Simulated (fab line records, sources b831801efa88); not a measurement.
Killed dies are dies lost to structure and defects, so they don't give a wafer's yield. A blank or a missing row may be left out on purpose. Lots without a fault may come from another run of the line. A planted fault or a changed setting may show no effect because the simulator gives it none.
Which tool did it? | flow gf180mcu | 11 lots, 33 wafers sampled, at 2 steps of a route of 602

WHAT THE GAUGES READ, wafer by wafer
GF_HV_LDD_THK_MEAS_57.
lot  | measured     | on            | HV_LDD_CVD_56_THK (nm)
L879 | day 12 15:23 | film_metro-01 | 89.3 89.9 90.3
L881 | day 13 01:56 | film_metro-01 | 88.0 88.9 88.8
L882 | day 13 09:48 | film_metro-02 | 90.2 89.9 89.8
L886 | day 14 21:18 | film_metro-03 | 89.5 88.8 89.3
L892 | day 17 02:26 | film_metro-01 | 100.5 102.0 101.4 100.6 102.0 101.3
L893 | day 17 05:41 | film_metro-03 | 101.7 101.8 101.7 101.6 101.9 101.8
L894 | day 17 17:21 | film_metro-02 | 90.8 89.8 90.3
L896 | day 18 07:44 | film_metro-01 | 90.7 91.3 91.4
L897 | day 18 13:35 | film_metro-02 | 89.9 90.0 90.1
L901 | day 19 19:14 | film_metro-03 | 90.5 89.5 89.3
L902 | day 20 07:41 | film_metro-03 | 89.3 90.1 90.3

WHICH TOOL RAN EACH LOT (tool, then ch and the chambers of the sampled wafers, then the start)
lot  | GF_HV_LDD_CVD_56
L879 | lpcvd-01 ch 1, day 12 13:56
L881 | lpcvd-02 ch 0, day 13 00:31
L882 | lpcvd-01 ch 1, day 13 08:21
L886 | lpcvd-01 ch 0, day 14 19:51
L892 | lpcvd-01 ch 0, day 17 01:00
L893 | lpcvd-01 ch 0, day 17 04:15
L894 | lpcvd-02 ch 1, day 17 15:54
L896 | lpcvd-02 ch 1, day 18 06:17
L897 | lpcvd-02 ch 0, day 18 12:10
L901 | lpcvd-02 ch 0, day 19 17:48
L902 | lpcvd-02 ch 0, day 20 06:15
- GF_HV_LDD_CVD_56: deposits Si3N4 from DCS/NH3, target thk 90 nm, time 1543 s.

WHAT THE TOOLS THEMSELVES READ (means of the sampled wafers that have a number; where no wafer has one, the mark that the record gives instead)
GF_HV_LDD_CVD_56.
lot  | tool     | spike_tc_centre_C (C) | spike_tc_lower_C (C) | spike_tc_upper_C (C) | susceptor_temp_C (C)
L879 | lpcvd-01 | 770.6                 | 769.8                | 770.7                | 769.8
L881 | lpcvd-02 | 771.9                 | 769.0                | 767.4                | 769.8
L882 | lpcvd-01 | 770.4                 | 769.8                | 769.6                | 769.8
L886 | lpcvd-01 | 768.5                 | 772.0                | 769.3                | 769.9
L892 | lpcvd-01 | 775.0                 | 778.0                | 775.7                | 776.0
L893 | lpcvd-01 | 774.5                 | 777.5                | 776.7                | 776.7
L894 | lpcvd-02 | 770.9                 | 771.3                | 769.3                | 769.7
L896 | lpcvd-02 | 771.5                 | 771.3                | 769.7                | 770.5
L897 | lpcvd-02 | 771.7                 | 767.2                | 767.4                | 769.9
L901 | lpcvd-02 | 770.0                 | 769.3                | 766.4                | 769.7
L902 | lpcvd-02 | 770.6                 | 768.2                | 767.6                | 770.3

THE ANSWER, worked out from the rows above alone
Rule: what is usual is taken from the lots themselves. Put in order of their means at a reading, lots are off if they are a third of the lots or fewer, leave a main group of 4 or more, and stand apart from it by a gap of 3 or more times the standard deviation of the main group's means; of several such gaps the widest counts. A main group whose means are all the same, to the digits that the tables above print for the reading, isn't used. A lot without any number at a reading at which 4 lots or more have one is off too. The other lots that the step has rows for count as sound. The gauges are gone through in route order, then the tools' own readings, and for those a lot's mean is taken as printed above. The first step at which some lot is off is used, and at that step the reading that is off furthest; a lot without a number counts as furthest.
Off: L892, L893, at GF_HV_LDD_THK_MEAS_57 (HV_LDD_CVD_56_THK). The main group: mean 89.9 nm, standard deviation 0.66.
A tool fits if, at a process step before that reading, it ran every lot that is off, and no sound lot after the first of them. The gauges at GF_HV_LDD_THK_MEAS_57 aren't tried: what is off there is off at GF_HV_LDD_CVD_56 too, on other tools, and a gauge's error can't cause that. One fits: lpcvd-01 at GF_HV_LDD_CVD_56. Its last sound lot is L886 (day 14 19:51), its first lot that is off L892 (day 17 01:00): a fault that began between those two fits.
The tool's own readings at GF_HV_LDD_CVD_56 bear it out: on the lots that are off they differ by more than 5 times the standard deviation of the sound lots' means. spike_tc_lower_C reads 777.8 C there against 769.8 C on the sound lots; spike_tc_upper_C reads 776.2 C there against 768.6 C on the sound lots; susceptor_temp_C reads 776.4 C there against 769.9 C on the sound lots.

WHAT THE SIMULATOR HAD PUT IN
Process parameter drift: lpcvd-01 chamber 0, from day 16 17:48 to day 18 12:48, at GF_HV_LDD_CVD_56. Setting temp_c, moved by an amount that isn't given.
Lots struck among those shown: L892, L893. The rule above found the same.
